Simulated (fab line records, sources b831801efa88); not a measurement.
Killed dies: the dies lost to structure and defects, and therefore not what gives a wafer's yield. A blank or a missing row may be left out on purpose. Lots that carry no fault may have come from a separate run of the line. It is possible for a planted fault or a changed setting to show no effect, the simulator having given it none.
Which tool did it? || flow gf180mcu || 39 wafers from 13 lots sampled at 4 of the route's 602 steps

## WHAT EACH GAUGE READ, for each wafer
GF_V2_OVL_MEAS_15. Usual: V2_OVL typically reads 1 nm, with standard deviation 6.3.
{"lot": "L645", "measured": "day 19 12:46", "on": "overlay-02", "V2_OVL (nm)": "0 -1 -7", "flag": ""}
{"lot": "L646", "measured": "day 19 19:22", "on": "overlay-02", "V2_OVL (nm)": "-4 -3 -8", "flag": ""}
{"lot": "L648", "measured": "day 21 00:30", "on": "overlay-02", "V2_OVL (nm)": "-9 6 4", "flag": ""}
{"lot": "L647", "measured": "day 21 01:57", "on": "overlay-01", "V2_OVL (nm)": "8 4 8", "flag": ""}
{"lot": "L649", "measured": "day 21 11:17", "on": "overlay-01", "V2_OVL (nm)": "4 4 -3", "flag": ""}
{"lot": "L652", "measured": "day 22 20:14", "on": "overlay-02", "V2_OVL (nm)": "-3 -3 0", "flag": ""}
{"lot": "L655", "measured": "day 23 05:01", "on": "overlay-01", "V2_OVL (nm)": "3 6 -1", "flag": ""}
{"lot": "L666", "measured": "day 27 00:01", "on": "overlay-01", "V2_OVL (nm)": "3 -1 7", "flag": ""}
{"lot": "L667", "measured": "day 27 07:10", "on": "overlay-01", "V2_OVL (nm)": "-1 1 3", "flag": ""}
{"lot": "L668", "measured": "day 27 18:20", "on": "overlay-01", "V2_OVL (nm)": "-4 -18 -6", "flag": ""}

## WHAT TOOL EACH LOT RAN ON (gives the tool, then ch and the chambers of the sampled wafers, and finally the start)
{"lot": "L645", "GF_CONTACT_STRIP_18": "plasmaAsher-01 ch 0,1, day 15 10:59", "GF_V1_CMP_26": "cmp-01 ch 0,2,3, day 17 11:38", "GF_M2_SPUTTER_00": "pvdSputter-03, day 17 11:56"}
{"lot": "L646", "GF_CONTACT_STRIP_18": "plasmaAsher-04 ch 0,1, day 15 17:41", "GF_V1_CMP_26": "cmp-01 ch 1,2, day 17 18:08", "GF_M2_SPUTTER_00": "pvdSputter-03, day 17 18:23"}
{"lot": "L648", "GF_CONTACT_STRIP_18": "plasmaAsher-01 ch 0,1, day 16 19:58", "GF_V1_CMP_26": "cmp-01 ch 0,1,2, day 18 23:13", "GF_M2_SPUTTER_00": "pvdSputter-02, day 18 23:25"}
{"lot": "L647", "GF_CONTACT_STRIP_18": "plasmaAsher-01 ch 0,1, day 16 21:23", "GF_V1_CMP_26": "cmp-01 ch 0,1,2, day 19 00:11", "GF_M2_SPUTTER_00": "pvdSputter-02, day 19 00:20"}
{"lot": "L649", "GF_CONTACT_STRIP_18": "plasmaAsher-02 ch 0,1, day 17 07:26", "GF_V1_CMP_26": "cmp-01 ch 1,3, day 19 10:53", "GF_M2_SPUTTER_00": "pvdSputter-04, day 19 11:11"}
{"lot": "L652", "GF_CONTACT_STRIP_18": "plasmaAsher-04 ch 0,1, day 18 16:05", "GF_V1_CMP_26": "cmp-02 ch 2,3, day 20 17:22", "GF_M2_SPUTTER_00": "pvdSputter-03, day 20 17:40"}
{"lot": "L655", "GF_CONTACT_STRIP_18": "plasmaAsher-01 ch 0,1, day 19 00:59", "GF_V1_CMP_26": "cmp-02 ch 0,1,2, day 21 02:09", "GF_M2_SPUTTER_00": "pvdSputter-02, day 21 02:27"}
{"lot": "L660", "GF_CONTACT_STRIP_18": "plasmaAsher-01 ch 0,1, day 21 02:29", "GF_V1_CMP_26": "cmp-01 ch 0,2,3, day 23 06:44", "GF_M2_SPUTTER_00": "-"}
{"lot": "L661", "GF_CONTACT_STRIP_18": "plasmaAsher-04 ch 0,1, day 21 09:07", "GF_V1_CMP_26": "cmp-02 ch 2,3, day 23 12:12", "GF_M2_SPUTTER_00": "-"}
{"lot": "L662", "GF_CONTACT_STRIP_18": "plasmaAsher-01 ch 0,1, day 21 21:50", "GF_V1_CMP_26": "cmp-01 ch 1,2,3, day 24 01:04", "GF_M2_SPUTTER_00": "-"}
{"lot": "L666", "GF_CONTACT_STRIP_18": "plasmaAsher-04 ch 0,1, day 23 01:29", "GF_V1_CMP_26": "cmp-01 ch 0,2,3, day 25 02:48", "GF_M2_SPUTTER_00": "pvdSputter-04, day 25 03:00"}
{"lot": "L667", "GF_CONTACT_STRIP_18": "plasmaAsher-02 ch 0,1, day 23 08:01", "GF_V1_CMP_26": "cmp-02 ch 0,1,2, day 25 10:07", "GF_M2_SPUTTER_00": "pvdSputter-02, day 25 10:25"}
{"lot": "L668", "GF_CONTACT_STRIP_18": "plasmaAsher-01 ch 0,1, day 23 21:23", "GF_V1_CMP_26": "cmp-02 ch 1,2,3, day 25 21:44", "GF_M2_SPUTTER_00": "pvdSputter-03, day 25 22:02"}
- GF_CONTACT_STRIP_18: strips in O2/N2.
- GF_V1_CMP_26: polishes, stops on SiO2, t overpolish 15 s, target thk 0 nm.
- GF_M2_SPUTTER_00: material Ti, target thk 37.5 nm, time 150 s.

## WHAT THE TOOLS THEMSELVES READ (means of the sampled wafers that have a number; where no wafer has one, the mark that the record gives instead)
GF_CONTACT_STRIP_18. Usual: chamberPressureMTorr 1499.9 mTorr, standard deviation 1.4; drypumpMotorCurrentA 5.67 A, standard deviation 0.21; heaterPowerW 336 W, standard deviation 32; oesProductAu 0.580 a.u., standard deviation 0.0053.
{"lot": "L645", "tool": "plasmaAsher-01", "chamberPressureMTorr (mTorr)": 1499.8, "drypumpMotorCurrentA (A)": 5.70, "heaterPowerW (W)": 355, "oesProductAu (a.u.)": 0.578, "flag": ""}
{"lot": "L646", "tool": "plasmaAsher-04", "chamberPressureMTorr (mTorr)": 1500.9, "drypumpMotorCurrentA (A)": 5.70, "heaterPowerW (W)": 326, "oesProductAu (a.u.)": 0.579, "flag": ""}
{"lot": "L648", "tool": "plasmaAsher-01", "chamberPressureMTorr (mTorr)": 1498.9, "drypumpMotorCurrentA (A)": 5.69, "heaterPowerW (W)": 354, "oesProductAu (a.u.)": 0.585, "flag": ""}
{"lot": "L647", "tool": "plasmaAsher-01", "chamberPressureMTorr (mTorr)": 1498.8, "drypumpMotorCurrentA (A)": 5.59, "heaterPowerW (W)": 325, "oesProductAu (a.u.)": 0.576, "flag": ""}
{"lot": "L649", "tool": "plasmaAsher-02", "chamberPressureMTorr (mTorr)": 1500.5, "drypumpMotorCurrentA (A)": 5.97, "heaterPowerW (W)": 330, "oesProductAu (a.u.)": 0.580, "flag": ""}
{"lot": "L652", "tool": "plasmaAsher-04", "chamberPressureMTorr (mTorr)": 1499.1, "drypumpMotorCurrentA (A)": 5.70, "heaterPowerW (W)": 333, "oesProductAu (a.u.)": 0.580, "flag": ""}
{"lot": "L655", "tool": "plasmaAsher-01", "chamberPressureMTorr (mTorr)": 1500.3, "drypumpMotorCurrentA (A)": 5.69, "heaterPowerW (W)": 355, "oesProductAu (a.u.)": 0.577, "flag": ""}
{"lot": "L660", "tool": "plasmaAsher-01", "chamberPressureMTorr (mTorr)": 1499.9, "drypumpMotorCurrentA (A)": 5.55, "heaterPowerW (W)": 329, "oesProductAu (a.u.)": 0.581, "flag": ""}
{"lot": "L661", "tool": "plasmaAsher-04", "chamberPressureMTorr (mTorr)": 1501.4, "drypumpMotorCurrentA (A)": 5.69, "heaterPowerW (W)": 330, "oesProductAu (a.u.)": 0.578, "flag": ""}
{"lot": "L662", "tool": "plasmaAsher-01", "chamberPressureMTorr (mTorr)": 1501.0, "drypumpMotorCurrentA (A)": 5.69, "heaterPowerW (W)": 357, "oesProductAu (a.u.)": 0.575, "flag": ""}
{"lot": "L666", "tool": "plasmaAsher-04", "chamberPressureMTorr (mTorr)": 1500.0, "drypumpMotorCurrentA (A)": 5.70, "heaterPowerW (W)": 333, "oesProductAu (a.u.)": 0.579, "flag": ""}
{"lot": "L667", "tool": "plasmaAsher-02", "chamberPressureMTorr (mTorr)": 1499.5, "drypumpMotorCurrentA (A)": 5.72, "heaterPowerW (W)": 345, "oesProductAu (a.u.)": 0.574, "flag": ""}
{"lot": "L668", "tool": "plasmaAsher-01", "chamberPressureMTorr (mTorr)": 1501.0, "drypumpMotorCurrentA (A)": 5.58, "heaterPowerW (W)": 333, "oesProductAu (a.u.)": 0.583, "flag": ""}

GF_V1_CMP_26. Usual: edgeZonePressureFrac 1.000, standard deviation 0.0045; headPressurePsi 3.499 psi, standard deviation 0.0074; motorCurrentA 11.4 A, standard deviation 0.52; overpolishRunS 14.999 s, standard deviation 0.009; timeToEndpointS 84.1 s, standard deviation 2.9.
{"lot": "L645", "tool": "cmp-01", "edgeZonePressureFrac": 1.002, "headPressurePsi (psi)": 3.502, "motorCurrentA (A)": 11.0, "overpolishRunS (s)": 15.007, "timeToEndpointS (s)": 84.3, "flag": ""}
{"lot": "L646", "tool": "cmp-01", "edgeZonePressureFrac": 1.000, "headPressurePsi (psi)": 3.494, "motorCurrentA (A)": 11.5, "overpolishRunS (s)": 15.002, "timeToEndpointS (s)": 87.9, "flag": ""}
{"lot": "L648", "tool": "cmp-01", "edgeZonePressureFrac": 1.000, "headPressurePsi (psi)": 3.496, "motorCurrentA (A)": 11.0, "overpolishRunS (s)": 15.000, "timeToEndpointS (s)": 83.2, "flag": ""}
{"lot": "L647", "tool": "cmp-01", "edgeZonePressureFrac": 1.002, "headPressurePsi (psi)": 3.495, "motorCurrentA (A)": 11.2, "overpolishRunS (s)": 14.998, "timeToEndpointS (s)": 81.1, "flag": ""}
{"lot": "L649", "tool": "cmp-01", "edgeZonePressureFrac": 0.997, "headPressurePsi (psi)": 3.505, "motorCurrentA (A)": 11.2, "overpolishRunS (s)": 15.001, "timeToEndpointS (s)": 86.3, "flag": ""}
{"lot": "L652", "tool": "cmp-02", "edgeZonePressureFrac": 0.995, "headPressurePsi (psi)": 3.502, "motorCurrentA (A)": 11.6, "overpolishRunS (s)": 15.002, "timeToEndpointS (s)": 82.5, "flag": ""}
{"lot": "L655", "tool": "cmp-02", "edgeZonePressureFrac": 0.999, "headPressurePsi (psi)": 3.496, "motorCurrentA (A)": 11.7, "overpolishRunS (s)": 14.989, "timeToEndpointS (s)": 85.7, "flag": ""}
{"lot": "L660", "tool": "cmp-01", "edgeZonePressureFrac": "-", "headPressurePsi (psi)": "-", "motorCurrentA (A)": "-", "overpolishRunS (s)": "-", "timeToEndpointS (s)": "-", "flag": "OFF"}
{"lot": "L661", "tool": "cmp-02", "edgeZonePressureFrac": "-", "headPressurePsi (psi)": "-", "motorCurrentA (A)": "-", "overpolishRunS (s)": "-", "timeToEndpointS (s)": "-", "flag": "OFF"}
{"lot": "L662", "tool": "cmp-01", "edgeZonePressureFrac": "-", "headPressurePsi (psi)": "-", "motorCurrentA (A)": "-", "overpolishRunS (s)": "-", "timeToEndpointS (s)": "-", "flag": "OFF"}
{"lot": "L666", "tool": "cmp-01", "edgeZonePressureFrac": 1.002, "headPressurePsi (psi)": 3.502, "motorCurrentA (A)": 11.1, "overpolishRunS (s)": 14.991, "timeToEndpointS (s)": 85.4, "flag": ""}
{"lot": "L667", "tool": "cmp-02", "edgeZonePressureFrac": 1.002, "headPressurePsi (psi)": 3.505, "motorCurrentA (A)": 11.9, "overpolishRunS (s)": 15.004, "timeToEndpointS (s)": 84.5, "flag": ""}
{"lot": "L668", "tool": "cmp-02", "edgeZonePressureFrac": 0.995, "headPressurePsi (psi)": 3.500, "motorCurrentA (A)": 11.1, "overpolishRunS (s)": 15.002, "timeToEndpointS (s)": 84.9, "flag": ""}

GF_M2_SPUTTER_00. Usual: 30.3 % for throttleValvePct, sd 0.95.
{"lot": "L645", "tool": "pvdSputter-03", "throttleValvePct (%)": 30.9, "flag": ""}
{"lot": "L646", "tool": "pvdSputter-03", "throttleValvePct (%)": 31.3, "flag": ""}
{"lot": "L648", "tool": "pvdSputter-02", "throttleValvePct (%)": 30.1, "flag": ""}
{"lot": "L647", "tool": "pvdSputter-02", "throttleValvePct (%)": 28.7, "flag": ""}
{"lot": "L649", "tool": "pvdSputter-04", "throttleValvePct (%)": 29.9, "flag": ""}
{"lot": "L652", "tool": "pvdSputter-03", "throttleValvePct (%)": 30.2, "flag": ""}
{"lot": "L655", "tool": "pvdSputter-02", "throttleValvePct (%)": 29.2, "flag": ""}
{"lot": "L666", "tool": "pvdSputter-04", "throttleValvePct (%)": 30.6, "flag": ""}
{"lot": "L667", "tool": "pvdSputter-02", "throttleValvePct (%)": 30.5, "flag": ""}
{"lot": "L668", "tool": "pvdSputter-03", "throttleValvePct (%)": 31.2, "flag": ""}

## THE ANSWER, worked out from the rows above alone
Rule: a lot counts as off when the mean over its wafers that have a number is more than 3 standard deviations away from the usual mean. Also off: a lot with no number at a reading for which 4 or more lots have one. All remaining lots with rows at the step are treated as sound. Order of review: gauges by route order, followed by the tools' own readings, for which a lot's mean as printed above is used. At the first step where some lot is off, the reading lying furthest off is the one used; lots without a number count as furthest.
Off, at GF_V1_CMP_26 on edgeZonePressureFrac: L660, L661, L662. Without a number there: L660, L661, L662.
If a tool, at that step or one of the process steps before it, ran each lot that is off and ran no sound lot following the first of them, it fits. No candidate that was tried fits.

## WHAT HAD BEEN PUT IN BY THE SIMULATOR
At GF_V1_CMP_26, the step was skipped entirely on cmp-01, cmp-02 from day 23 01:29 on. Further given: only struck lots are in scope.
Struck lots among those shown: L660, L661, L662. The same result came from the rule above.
